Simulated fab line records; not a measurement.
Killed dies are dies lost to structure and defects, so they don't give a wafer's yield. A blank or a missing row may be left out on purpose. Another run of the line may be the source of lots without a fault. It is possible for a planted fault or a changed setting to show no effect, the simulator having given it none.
Chamber matching | flow gf180mcu | 3 sister chambers for GF_SAB_CVD_00 on pecvd-02
The step deposits SiO2 from TEOS, target thk 50 nm, time 4.9302 s. 16 wafers are shown with their chamber, then 8 later ones without.

## EACH WAFER AND ITS CHAMBER
wafer  | chamber | heater-power-w (W)
L078.1 | 0       | 621
L078.2 | 1       | 761
L078.3 | 2       | 644
L078.4 | 2       | 618
L078.5 | 1       | 776
L078.6 | 0       | 623
L079.1 | 0       | 570
L079.2 | 1       | 635
L079.3 | 2       | 603
L079.4 | 0       | 571
L079.5 | 1       | 601
L079.6 | 2       | 615
L081.1 | 0       | 641
L081.2 | 2       | 619
L081.3 | 1       | 725
L081.4 | 1       | 734

SIGNATURES (means of the wafers above)
reading        | chamber 0 | chamber 1 | chamber 2 | scatter within a chamber
heater-power-w | 605.20    | 705.33    | 619.80    | 48.3
Rule: for a wafer and a chamber, the distance is found by dividing, reading by reading, the gap between the wafer's reading and the chamber's mean by the reading's scatter, squaring, summing and taking the root. If the next closest chamber is less than 2 further off than the closest, the wafer can't be placed; otherwise it belongs to the closest. The scatter: take each reading less its chamber's mean, square it, sum over the shown wafers, divide by the number of wafers less the number of chambers, and take the root.

## WAFERS WITH NO CHAMBER GIVEN
wafer  | heater-power-w (W)
L081.5 | 642
L081.6 | 613
L083.1 | 585
L083.2 | 634
L083.3 | 699
L083.4 | 595
L083.5 | 640
L083.6 | 704

## CHAMBER TAKEN BY EACH
wafer  | from the rows above          | in truth
L081.5 | can't be placed: 2 or 0 or 1 | 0
L081.6 | can't be placed: 2 or 0 or 1 | 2
L083.1 | can't be placed: 0 or 2      | 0
L083.2 | can't be placed: 2 or 0 or 1 | 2
L083.3 | can't be placed: 1 or 2 or 0 | 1
L083.4 | can't be placed: 0 or 2      | 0
L083.5 | can't be placed: 2 or 0 or 1 | 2
L083.6 | can't be placed: 1 or 2      | 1
Placed correctly: 0 of 8. Not placeable from these rows: 8 (in 8, the candidates include the true chamber). Placed wrongly: 0.
